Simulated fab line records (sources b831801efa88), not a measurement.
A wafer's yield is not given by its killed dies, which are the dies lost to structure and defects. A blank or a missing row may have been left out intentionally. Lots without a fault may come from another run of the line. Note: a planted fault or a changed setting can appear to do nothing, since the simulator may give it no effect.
Comparing a struck lot with a sound one | flow sky130 | 43 steps out of a route of 708
Sound: these wafers, L249.4, L249.5, L249.6. Struck: wafer L262.2. (L262.1, L262.3 of the same lot were not struck and are left out.) The cause comes at the end.
For every step that has rows: the tool of each side, followed by ch and its chambers, followed by its first start. Under that, the readings that differ: sound wafers | struck wafers | difference of the means | sigmas: that difference in standard deviations of wafers without a fault.
alike: readings whose means differ by less than 2 such deviations, and words and numbers that are the same on both sides. not compared: withheld readings, readings that some wafer has no value for, bounds like >300 that may hide the same value, and numbers for which the record gives no deviation and whose values overlap.
Wherever a step has rows on one side only, a row that says differs or no value, or a row with sigmas, the two part there. Numbers that don't overlap but have no deviation are shown without sigmas and don't part them. A reading that every wafer of one side lacks parts them only if that side has two wafers or more.

first, 5 steps without rows for these wafers: SKY_VIA4_COAT_06 (resist thk 1140 nm); SKY_VIA4_SOFTBAKE_07 (time 60 s); SKY_VIA4_EXPOSE_08 (exposes mask VIM4, target cd 800 nm); SKY_VIA4_PEB_09; SKY_VIA4_DEVELOP_10 (develop time 60 s).
SKY_VIA4_OVL_MEAS_11:
  sound on overlay-01 at day 43 08:47; struck on overlay-01 at day 46 15:16
  alike: VIA4_OVL
then, 6 steps without rows for these wafers: SKY_VIA4_ETCH_12 (etches SiO2 in C4F8/O2/Ar, stops on TiN, target depth 580 nm); SKY_VIA4_STRIP_13 (strips in O2/N2); SKY_VIA4_STRIP_14 (strips in post etch residue remover, time 1200 s); SKY_VIA4_CLEAN_15 (cleans in IPA, time 180 s); SKY_VIA4_CLEAN_16 (cleans in O3/DIW); SKY_VIA4_SPUTTER_17 (material TiN, target thk 20 nm, time 80 s).
SKY_VIA4_CVD_18: deposits W, target thk 505 nm, time 152.14 s.
  sound on cvd_w-01 ch 0,1, day 43 09:35; struck on cvd_w-02 ch 0, day 46 16:01
  alike: chamber_pressure_Torr, heater_power_w
SKY_VIA4_RS_MEAS_19: a four-point-probe measurement.
  sound on film_metro-04 at day 43 09:44; struck on film_metro-04 at day 46 16:10
  alike: VIA4_W_RS
SKY_VIA4_THK_MEAS_20: measures by xrf.
  sound on film_metro-04 at day 43 09:50; struck on film_metro-04 at day 46 16:17
  alike: VIA4_W_THK
SKY_VIA4_CMP_21: polishes, stops on SiO2, t overpolish 25 s, target thk 0 nm.
  sound on cmp-02 ch 0,1,3, day 43 10:01; struck on cmp-02 ch 1, day 46 16:26
  alike: motor_current_A, overpolish_run_s, retaining_ring_pressure_frac, time_to_endpoint_s
then, 2 steps without rows for these wafers: SKY_METAL5_SPUTTER_00 (material Ti, target thk 15 nm, time 10 s); SKY_METAL5_SPUTTER_01 (material TiN, target thk 20 nm, time 16.7 s).
SKY_METAL5_SPUTTER_02: material AlCu, target thk 1150 nm, time 61.2 s.
  sound on pvd_sputter-01 at day 43 10:12; struck on pvd_sputter-03 at day 46 16:47
  alike: throttle_valve_pct
then, 1 step without rows for these wafers: SKY_METAL5_SPUTTER_03 (material Ti, target thk 5 nm, time 3.3 s).
SKY_METAL5_SPUTTER_04: material TiN, target thk 70 nm, time 58.3 s.
  sound on pvd_sputter-01 at day 43 10:16; struck on pvd_sputter-03 at day 46 16:52
  alike: throttle_valve_pct
SKY_METAL5_RS_MEAS_05: a four-point-probe measurement.
  sound on film_metro-01 at day 43 10:23; struck on film_metro-04 at day 46 16:55
  reading                 | sound                | struck | difference | sigmas
  METAL5_ALCU_RS (ohm/sq) | 0.0278 0.0281 0.0272 | 0.0268 | -0.0009    | -3
SKY_METAL5_THK_MEAS_06: measures by xrf.
  sound on film_metro-01 at day 43 10:28; struck on film_metro-04 at day 46 17:02
  reading              | sound          | struck | difference | sigmas
  METAL5_ALCU_THK (nm) | 1098 1085 1122 | 1148   | +46        | +3
then, 8 steps without rows for these wafers: SKY_METAL5_DEHYDRATE_07 (time 60 s); SKY_METAL5_HMDS_08 (prime time 60 s); SKY_METAL5_COAT_09 (resist thk 1800 nm); SKY_METAL5_SOFTBAKE_10 (time 60 s); SKY_METAL5_EXPOSE_11 (exposes mask MM5, target cd 1600 nm); SKY_METAL5_PEB_12; SKY_METAL5_DEVELOP_13 (develop time 60 s); SKY_METAL5_DESCUM_14 (chemistry O2, time 11 s).
SKY_METAL5_METAL_ETCH_15: etches the open film in Cl2/BCl3, stops on SiO2, target depth 1260 nm, time 252 s.
  sound on rie_metal-01 ch 0,1, day 44 08:08; struck on rie_metal-02 ch 1, day 47 14:03
  reading                | sound                | struck | difference                   | sigmas
  rf_hours_counter_h (h) | - - -                | 19     | no value on the sound wafers |
  throttle_valve_pct (%) | 22.269 22.272 22.274 | 22.251 | -0.021                       | -2
  alike: drypump_motor_current_A, oes_product_au, rf_fwd_power_W
then, 4 steps without rows for these wafers: SKY_METAL5_STRIP_16 (strips in O2/N2); SKY_METAL5_STRIP_17 (strips in post etch residue remover, time 1200 s); SKY_METAL5_CLEAN_18 (cleans in IPA, time 180 s); SKY_METAL5_CLEAN_19 (cleans in O3/DIW).
SKY_PASSIVATION_CVD_00: deposits SiO2, target thk 90 nm.
  sound on pecvd-01 ch 0,1,2, day 44 08:53; struck on pecvd-01 ch 1, day 47 14:52
  alike: heater_power_w, rf_fwd_power_W
SKY_PASSIVATION_THK_MEAS_01:
  sound on film_metro-02 at day 44 08:56; struck on film_metro-03 at day 47 14:54
  alike: PASSIVATION_CVD_00_THK
then, 1 step without rows for these wafers: SKY_PASSIVATION_CVD_02 (deposits Si3N4, target thk 540 nm).
SKY_PASSIVATION_THK_MEAS_03:
  sound on film_metro-02 at day 44 09:13; struck on film_metro-02 at day 47 15:11
  alike: PASSIVATION_CVD_02_THK
then, 2 steps without rows for these wafers: SKY_PASSIVATION_DEHYDRATE_04 (time 60 s); SKY_PASSIVATION_HMDS_05 (prime time 60 s).
SKY_PAD_OPEN_PROBE_99:
  sound on prober-02 at day 46 06:07; struck on prober-01 at day 49 07:40
  reading                               | sound             | struck | difference | sigmas
  defect_limited_yield (%)              | 78.5 82.9 80.9    | 76.2   | -4.6       | -2
  killed_at_M4_up                       | 3 3 3             | 29     | +26        | +14
  killed_dies                           | 106 84 94         | 117    | +22        | +2
  sort_bin_5_function (%)               | 11.0 10.0 11.2    | 16.1   | +5.4       | +3
  sort_n_pass                           | 386 408 398       | 375    | -22        | -2
  sort_yield_pct (%)                    | 78.5 82.9 80.9    | 76.2   | -4.6       | -2
  model.etest.tester.sort_n_pass        | 386 408 398       | 375    | -22        |
  model.etest.tester.sort_yield_pct (%) | 78.46 82.93 80.89 | 76.22  | -4.54      |
  model.etest.tester.sort_bin_5_pct (%) | 10.98 9.959 11.18 | 16.06  | +5.35      |
  alike: killed_at_M0_to_M3, killed_at_contacts, killed_at_front_end, killed_at_other, killed_open, killed_short, sort_bin_3_pad_short, sort_bin_6_memory

## WHERE THEY PART
Last at SKY_PAD_OPEN_PROBE_99 as far as this record goes, first at SKY_METAL5_RS_MEAS_05.

WHY: the cause the simulator had injected
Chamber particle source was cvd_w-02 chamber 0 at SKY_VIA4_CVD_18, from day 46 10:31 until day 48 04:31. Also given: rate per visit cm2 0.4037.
